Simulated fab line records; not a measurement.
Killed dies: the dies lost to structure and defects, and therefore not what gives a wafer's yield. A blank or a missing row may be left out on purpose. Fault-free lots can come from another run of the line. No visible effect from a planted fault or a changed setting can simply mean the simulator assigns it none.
2 desks, one fault -- flow sky130 -- only its own numbers are on each desk; what lay behind them is given at the end

METROLOGY DESK
What the gauges read for every lot (on any tool): the sampled wafers with a number, averaged. If a lot's mean is further than 4 standard deviations from the usual mean, the lot is out of limits and carries the mark OUT (the distance appears in the brackets).
Columns: A = PWDE_TW at SKY_PWDE_TW_MEAS_10, usual 374.9
lot,first seen here,A
L136,day 4 01:50,374.5
L140,day 4 22:45,376.5
L141,day 5 02:59,373.4
L142,day 5 08:06,376.2
L144,day 5 23:47,372.6
L145,day 6 00:29,375.4
L147,day 6 10:06,373.7
L148,day 6 15:09,375.1
L149,day 6 21:34,376.2
L150,day 7 03:02,376.5
L152,day 7 15:57,376.0
L158,day 9 03:59,376.9
L157,day 9 04:09,375.7
L159,day 9 16:35,375.2
Result from this desk: across the 14 lots, nothing is out of limits.

DESK OF THE TOOL OWNER: iline stepper-01
The tool's own readings at SKY_NWELL_EXPOSE_20 (exposes mask NWM COMPLEMENT, target cd 840 nm): means of the sampled wafers that have a number, for each lot that ran on this tool. If a lot's mean is further than 4 standard deviations from the usual mean, the lot is out of limits and carries the mark OUT (the distance appears in the brackets).
Columns: A = exposure dose mJ cm2 at SKY_NWELL_EXPOSE_20, usual 260.03; B = focus offset nm at SKY_NWELL_EXPOSE_20, usual 0.0 nm; C = stage vel mm s at SKY_NWELL_EXPOSE_20, usual 500.03 mm/s
lot,first seen here,A,B,C
L140,day 6 02:17,259.86,-0.6,500.06
L141,day 6 06:43,260.16,0.2,500.23
L144,day 7 04:02,259.85,0.3,500.11
L147,day 7 15:08,260.02,-0.4,500.23
L150,day 8 09:46,259.94,0.0,499.87
Result from this desk: across the 5 lots, nothing is out of limits.

TAKEN TOGETHER
The metrology desk saw nothing out of limits.
The tool owner's desk saw nothing out of limits.

WHAT THE SIMULATOR HAD INSERTED
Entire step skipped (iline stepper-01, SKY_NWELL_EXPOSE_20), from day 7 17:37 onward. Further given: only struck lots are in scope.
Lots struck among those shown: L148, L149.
